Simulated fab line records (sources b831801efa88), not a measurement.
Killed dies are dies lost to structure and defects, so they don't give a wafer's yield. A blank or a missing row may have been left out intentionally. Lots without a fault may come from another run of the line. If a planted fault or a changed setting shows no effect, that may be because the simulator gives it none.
fab line records    flow sky130
[record] lots = 6  wafers = 18  last_day = 50
route steps=708 shown SONOS_ONO@182 GATE_OXIDE@187
lots that met no fault: from a run of the same line without faults
start_h: start of the lot's first displayed wafer, in hours after the record's first day    wait_h: hours elapsed since this lot's preceding step    " identical to the entry in the row above    L1.1+2: one row covering several wafers at once    - either no value or no given start    * or withheld: withheld    < > ~ a bound
route shown NAME@n: NAME is a module with steps in the file, n the number in the route of the first one    usual: mean/standard deviation taken from wafers without a fault    same: alike in all rows    chamber/n: place in a boat    sites: readings site by site    _std_site: standard deviation across them    _edge_site: mean of outer sites minus mean of inner sites    radius_mm: how far each site lies from the wafer's centre    mask NAME#n: copy n    behind: the last tool/chamber to shape the wafer    hold: what put the lot on hold/how long, in hours/how the hold closed    device: the transistor (n, p or np) that didn't switch    end of line: the route-end tests of the same wafers    a step without rows: its recipe alone    killed: dies that structure and defects cost at the first sort, which is not the same as the wafer's yield    map: a wafer's dies, x killed, . not, _ none there
set.NAME: setting as actually run; set.NAME@STEP: the setting as run at that earlier step    model.NAME: the simulator's own value behind a step, which no gauge read
a table for each step, a row for each wafer; lots at some steps of the route
services: from which hour (start_h, from the record's first day; less than 0 if before it) a tool's chamber was out of use, for how many hours, and why
[[steps]]
[step SKY_SONOS_ONO_OVL_MEAS_14]
[usual] SONOS_ONO_OVL = -0.1/1.4
lot.wafer  tool        chamber  start_h  wait_h  SONOS_ONO_OVL[nm]
L779.1     overlay-02  -        315.73   0.1     2.5
L779.2     "           -        "        "       3.1
L779.3     "           -        "        "       2.1
L784.1     overlay-01  -        364.08   0.1     1.1
L784.2     "           -        "        "       0.5
L784.3     "           -        "        "       1.2
L793.2     overlay-01  -        421.84   0.1     1.8
L793.3     "           -        "        "       1.1
L793.4     "           -        "        "       -0.3
L794.2     overlay-02  -        434.14   0.1     -2.7
L794.4     "           -        "        "       -1.2
L794.6     "           -        "        "       -2.3
L798.1     overlay-02  -        456.58   0.1     -0.1
L798.4     "           -        "        "       0.7
L798.6     "           -        "        "       1.5
L799.2     overlay-01  -        474.01   0.1     -0.5
L799.3     "           -        "        "       -0.6
L799.6     "           -        "        "       1.0
[step SKY_SONOS_ONO_ETCH_15]
[recipe] target_depth_nm = 19.52  chemistry = CHF3/O2  source_w = 600  bias_w = 200  pressure_mtorr = 40  chf3_flow_sccm = 50  O2_flow_sccm = 5  time_s = 7.8
[usual] drypump_motor_current_A = 5.7/0.57  oes_product_au = 0.998/0.0086  throttle_valve_pct = 8.826/0.01
lot.wafer  tool         chamber  start_h  wait_h  drypump_motor_current_A  oes_product_au  rf_hours_counter_h  throttle_valve_pct
L779.1     rie_diel-04  3        315.77   0.0     6.3                      0.997           9                   8.819
L779.2     "            2        "        "       5.5                      0.992           13                  8.825
L779.3     "            1        "        "       6.0                      0.999           4                   8.833
L784.1     rie_diel-04  2        364.12   0.0     5.5                      0.998           14                  8.836
L784.2     "            0        "        "       5.2                      0.990           22                  8.823
L784.3     "            3        "        "       6.3                      0.987           10                  8.829
L793.2     rie_diel-01  1        421.87   0.0     4.8                      0.998           60                  8.838
L793.3     "            2        "        "       6.7                      0.989           95                  8.832
L793.4     "            0        "        "       5.6                      0.992           93                  8.833
L794.2     rie_diel-01  3        434.17   0.0     5.3                      0.991           60                  8.829
L794.4     "            0        "        "       5.6                      0.985           93                  8.824
L794.6     "            2        "        "       6.7                      0.981           -                   8.837
L798.1     rie_diel-01  3        456.62   0.0     5.3                      1.006           61                  8.812
L798.4     "            0        "        "       5.6                      0.987           93                  8.822
L798.6     "            3        "        "       5.2                      1.001           -                   8.826
L799.2     rie_diel-04  2        474.04   0.0     5.5                      0.991           16                  8.816
L799.3     "            0        "        "       5.3                      1.001           24                  8.813
L799.6     "            2        "        "       5.5                      0.997           -                   8.816
[step SKY_SONOS_ONO_WET_ETCH_16]
[recipe] chemistry = dHF  target_depth_nm = 14  dry = n2_spin  target = SiO2  dilution = 100:1  temp_c = 25  time_s = 280
[step SKY_SONOS_ONO_STRIP_17]
[recipe] chemistry = O2/N2  power_w = 1400  pressure_mtorr = 1500  platen_temp_c = withheld  o2_flow_sccm = 3000  n2_flow_sccm = 300  overash_fraction = 0.5
[usual] drypump_motor_current_A = 5.5/0.36  oes_product_au = 0.710/0.0045  strip_time_to_endpoint_s = 14.12/0.041
lot.wafer  tool             chamber  start_h  wait_h  drypump_motor_current_A  oes_product_au  rf_hours_counter_h  strip_time_to_endpoint_s
L779.1     plasma_asher-03  1        315.87   0.0     5.4                      0.714           61                  14.11
L779.2     "                0        "        "       5.3                      0.716           61                  14.08
L779.3     "                0        "        "       5.3                      0.712           -                   14.11
L784.1     plasma_asher-02  0        364.22   0.0     6.4                      0.711           66                  14.10
L784.2     "                1        "        "       5.4                      0.707           66                  14.11
L784.3     "                0        "        "       6.4                      0.710           -                   14.15
L793.2     plasma_asher-01  0        421.98   0.0     5.4                      0.714           31                  14.23
L793.3     "                0        "        "       5.4                      0.716           -                   14.14
L793.4     "                1        "        "       5.3                      0.708           -                   14.20
L794.2     plasma_asher-02  1        434.28   0.0     5.4                      0.711           74                  14.12
L794.4     "                0        "        "       6.4                      0.705           -                   14.10
L794.6     "                0        "        "       6.4                      0.707           -                   14.13
L798.1     plasma_asher-03  1        456.73   0.0     5.4                      0.711           3                   14.01
L798.4     "                0        "        "       5.3                      0.712           -                   14.03
L798.6     "                0        "        "       5.3                      0.713           -                   14.01
L799.2     plasma_asher-03  0        474.15   0.0     5.3                      0.703           5                   14.03
L799.3     "                1        "        "       5.4                      0.710           -                   14.06
L799.6     "                1        "        "       5.4                      0.710           -                   14.10
[step SKY_SONOS_ONO_WET_ETCH_18]
[recipe] chemistry = H3PO4  target_depth_nm = 15  target = Si3N4  temp_c = 160  time_s = 172
[step SKY_GATE_OXIDE_CLEAN_00]
[recipe] chemistry = SC1/SC2  mix = 1:4:20  temp_c = 70  time_s = 150  dry = n2_spin
[step SKY_GATE_OXIDE_OXIDATION_01]
[recipe] temp_c = 900  ambient = O2  stabilise_s = 600  purge_s = 300  target_thk_a = 102.68  ox_time_s = 1473
[step SKY_GATE_OXIDE_THK_MEAS_02]
[recipe] reads = SiO2_of_GATE_OXIDE_OXIDATION_01
[usual] GATE_OXIDE_OXIDATION_00_THK = 10.27/0.19
lot.wafer  tool           chamber  start_h  wait_h  GATE_OXIDE_OXIDATION_00_THK[nm]
L779.1     film_metro-03  -        318.21   0.0     10.43
L779.2     "              -        "        "       10.45
L779.3     "              -        "        "       10.39
L784.1     film_metro-03  -        370.34   0.0     10.29
L784.2     "              -        "        "       10.21
L784.3     "              -        "        "       10.28
L793.2     film_metro-04  -        424.19   0.0     10.16
L793.3     "              -        "        "       10.24
L793.4     "              -        "        "       10.15
L794.2     film_metro-04  -        437.38   0.0     10.03
L794.4     "              -        "        "       9.90
L794.6     "              -        "        "       10.20
L798.1     film_metro-01  -        459.15   0.0     10.13
L798.4     "              -        "        "       10.10
L798.6     "              -        "        "       10.26
L799.2     film_metro-03  -        478.35   0.0     9.74
L799.3     "              -        "        "       9.97
L799.6     "              -        "        "       9.86
[step SKY_GATE_OXIDE_DEHYDRATE_03]
[recipe] temp_c = 200  time_s = 60
[step SKY_GATE_OXIDE_HMDS_04]
[recipe] prime_time_s = 60  prime_temp_c = 120
[step SKY_GATE_OXIDE_COAT_05]
[recipe] resist = NOVOLAK  spin_rpm = 3000  resist_thk_nm = 1140
[step SKY_GATE_OXIDE_SOFTBAKE_06]
[recipe] temp_c = 90  time_s = 60  resist = NOVOLAK
[step SKY_GATE_OXIDE_EXPOSE_07]
[recipe] mask_id = LVOM  na = 0.6  source_shape = conventional  sigma_outer = 0.6  polarization = unpolarized  target_cd_nm = 600  dose_mj = 170
lot.wafer   tool              chamber  start_h  wait_h  mask    model.GATE_OXIDE.overlay_x_nm
L779.1+2+3  iline_stepper-02  0        331.31   -       LVOM#0  -0.008748
L784.1+2+3  iline_stepper-02  0        382.26   -       LVOM#0  -0.02564
L793.2+3+4  iline_stepper-02  0        439.03   -       LVOM#0  218.1
L794.2+4+6  iline_stepper-02  0        453.00   -       LVOM#0  217.5
L798.1+4+6  iline_stepper-01  0        473.78   -       LVOM#0  -1.48
L799.2+3+6  iline_stepper-01  0        494.28   -       LVOM#0  -1.093
[step SKY_GATE_OXIDE_PEB_08]
[recipe] temp_c = withheld  time_s = *  resist = NOVOLAK
[step SKY_GATE_OXIDE_DEVELOP_09]
[recipe] resist = NOVOLAK  developer = TMAH  develop_time_s = 60  dev_temp_c = 23
[step SKY_GATE_OXIDE_OVL_MEAS_10]
[usual] GATE_OXIDE_OVL = -1.6/1.6
lot.wafer  tool        chamber  start_h  wait_h  hold                      GATE_OXIDE_OVL[nm]
L779.1     overlay-01  -        345.18   0.1     -                         -2.9
L779.2     "           -        "        "       -                         -1.2
L779.3     "           -        "        "       -                         -2.5
L784.1     overlay-02  -        397.06   0.1     -                         -2.0
L784.2     "           -        "        "       -                         -2.3
L784.3     "           -        "        "       -                         -1.7
L793.2     overlay-02  -        454.24   0.1     await_dispo/0.2h/release  216.9
L793.3     "           -        "        "       await_dispo/0.2h/release  215.9
L793.4     "           -        "        "       await_dispo/0.2h/release  215.4
L793.2     overlay-02  -        454.44   0.2     -                         219.2
L793.3     "           -        "        "       -                         217.9
L793.4     "           -        "        "       -                         217.7
L794.2     overlay-01  -        468.24   0.1     await_dispo/0.2h/release  217.2
L794.4     "           -        "        "       await_dispo/0.2h/release  216.4
L794.6     "           -        "        "       await_dispo/0.2h/release  215.4
L794.2     overlay-01  -        468.44   0.2     -                         218.9
L794.4     "           -        "        "       -                         217.5
L794.6     "           -        "        "       -                         217.2
L798.1     overlay-01  -        488.98   0.1     -                         -5.0
L798.4     "           -        "        "       -                         -5.2
L798.6     "           -        "        "       -                         -3.8
L799.2     overlay-01  -        509.09   0.1     -                         -1.3
L799.3     "           -        "        "       -                         -2.1
L799.6     "           -        "        "       -                         -1.5
[[services]]
tool              chamber  start_h  hours  kind
iline_stepper-01  -        336.40   7.9    repair
plasma_asher-02   -        357.80   4.2    repair
rie_diel-01       2        359.81   3.1    repair
iline_stepper-01  -        366.76   1.7    pm
rie_diel-01       1        369.20   3.9    repair
rie_diel-01       0        392.45   1.2    repair
plasma_asher-03   -        399.36   2.8    pm
rie_diel-04       -        403.37   0.2    repair
iline_stepper-01  -        407.89   1.0    repair
plasma_asher-01   -        409.06   2.8    pm
plasma_asher-03   -        421.25   9.0    pm
plasma_asher-03   0        421.25   9.0    vent_cycle
plasma_asher-03   1        421.25   9.0    vent_cycle
plasma_asher-03   0        430.25   -      clean
plasma_asher-03   1        430.25   -      clean
plasma_asher-02   -        439.92   2.3    repair
iline_stepper-02  -        458.12   1.7    pm
iline_stepper-01  -        462.71   5.8    repair
iline_stepper-02  -        466.06   8.8    repair
plasma_asher-02   -        469.74   0.5    repair
rie_diel-01       2        483.48   -      clean
rie_diel-04       -        484.50   0.4    repair
iline_stepper-02  0        490.29   -      calibration
rie_diel-04       2        493.65   7.4    repair
[[key]]
[first_sign] step = SKY_GATE_OXIDE_OVL_MEAS_10  reading = visit  direction = added
[effect] step = SKY_GATE_OXIDE_OVL_MEAS_10  reading = GATE_OXIDE_OVL  direction = up  sigmas = 99+  usual = -1.6  struck = 216.2
[model_effect] step = SKY_GATE_OXIDE_EXPOSE_07  value = GATE_OXIDE.overlay_x_nm  without = 1.041  struck = 217.8
met_at SKY_GATE_OXIDE_EXPOSE_07
struck_wafers L793.2,L793.3,L793.4,L794.2,L794.4,L794.6
scrapped_behind SKY_GATE_OXIDE_OVL_MEAS_10 L793.2,L793.3,L793.4,L794.2,L794.4,L794.6
onset_between 382.26 439.03
[fault] kind = scanner_matching_overlay  tool = iline_stepper-02  chamber = -  onset_h = 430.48  steps = SKY_GATE_OXIDE_EXPOSE_07  offset = 216.77
